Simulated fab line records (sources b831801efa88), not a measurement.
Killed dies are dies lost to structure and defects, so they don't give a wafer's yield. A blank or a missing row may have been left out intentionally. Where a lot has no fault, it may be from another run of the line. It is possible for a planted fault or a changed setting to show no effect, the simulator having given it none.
A lot that was struck, set against a sound lot || flow sky130 || 15 out of 708 route steps
Sound: the wafers L201.1, L201.4, L201.6. Wafers struck: L197.2, L197.5, L197.6. Last of all comes the cause.
Per side, at each step with rows, come the tool, then ch with its chambers, and then its first start. Under that, the readings that differ: sound wafers || struck wafers || difference of the means || sigmas: that difference in standard deviations of wafers without a fault.
alike: a reading whose means differ by less than 2 such deviations, as well as words and numbers matching on both sides. not compared: withheld readings; readings where some wafer has no value; bounds like >300 that might hide an equal value; numbers whose values overlap and for which the record gives no deviation.
A row with sigmas, a row that says differs or no value, or rows on one side alone: a step with any of these is where the two part. Non-overlapping numbers with no deviation appear without sigmas and do not part them. A reading missing from all wafers of one side parts the sides only when that side holds two or more wafers.

first, 2 steps without rows for these wafers: SKY_VT_ADJUST_PCH_PEB_05; SKY_VT_ADJUST_PCH_DEVELOP_06 (develop time 60 s).
SKY_VT_ADJUST_PCH_OVL_MEAS_07:
  struck on overlay-02, day 13 05:36; sound on overlay-02, day 14 15:41
{"reading": "VT_ADJUST_PCH_OVL (nm)", "sound": "2.0 2.1 2.1", "struck": "-2.4 -2.8 -1.5", "difference": -4.3, "sigmas": -3}
following that, these wafers have no rows for 1 step: SKY_VT_ADJUST_PCH_IMPLANT_08.
SKY_VT_ADJUST_PCH_STRIP_09: strips in O2/N2.
  sound on plasma_asher-01 ch 0,1, day 14 15:52; struck on plasma_asher-02 ch 0,1, day 13 05:47
  alike: drypump_motor_current_A, oes_product_au, strip_time_to_endpoint_s
  not compared: rf_hours_counter_h
SKY_VT_ADJUST_PCH_TW_MEAS_10:
  struck on film_metro-03, day 13 05:53; sound on film_metro-03, day 14 15:58
  alike: VT_ADJUST_PCH_TW
then, 6 steps without rows for these wafers: SKY_SONOS_TUNNEL_DEHYDRATE_00 (time 60 s); SKY_SONOS_TUNNEL_HMDS_01 (prime time 60 s); SKY_SONOS_TUNNEL_COAT_02 (resist thk 1140 nm); SKY_SONOS_TUNNEL_SOFTBAKE_03 (time 60 s); SKY_SONOS_TUNNEL_EXPOSE_04 (exposes mask TUNM, target cd 410 nm); SKY_SONOS_TUNNEL_PEB_05.
SKY_SONOS_TUNNEL_DEVELOP_06: develop time 60 s.
  sound on litho_track-02 ch 0, day 15 19:02; struck on litho_track-04 ch 0, day 14 08:04
{"reading": "developer_temp_C (C)", "sound": "22.92 22.96 22.80", "struck": "22.07 22.09 22.09", "difference": -0.81, "sigmas": -7}
{"reading": "exhaust_pa (Pa)", "sound": "43.6 43.3 43.1", "struck": "45.9 44.8 45.9", "difference": "+2.2", "sigmas": "+3"}
SKY_SONOS_TUNNEL_CD_MEAS_07: target cd 410 nm.
  struck on cd_sem-02, day 14 08:13; sound on cd_sem-02, day 15 19:11
{"reading": "cd_nm (nm)", "sound": "410.5 410.6 410.9", "struck": "416.1 416.1 414.2", "difference": "+4.8", "sigmas": "+3"}
-- a jump in the record: the struck wafers' starts before and after are 34 days apart (it breaks off in module SONOS_TUNNEL and resumes in module PAD_OPEN, where the first step shown is number 708 of the route) --
SKY_PAD_OPEN_PROBE_99:
  struck on prober-01, day 48 04:04; sound on prober-01, day 49 05:08
  alike: killed_at_M0_to_M3, killed_at_M4_up, killed_at_contacts, killed_at_front_end, killed_at_other, killed_dies, killed_open, killed_short

== WHERE THEY PART ==
Last at SKY_SONOS_TUNNEL_CD_MEAS_07 as far as this record goes, first at SKY_VT_ADJUST_PCH_OVL_MEAS_07. Later steps at which nothing parts them and some readings are alike: SKY_PAD_OPEN_PROBE_99.

WHY: what had been put in by the simulator
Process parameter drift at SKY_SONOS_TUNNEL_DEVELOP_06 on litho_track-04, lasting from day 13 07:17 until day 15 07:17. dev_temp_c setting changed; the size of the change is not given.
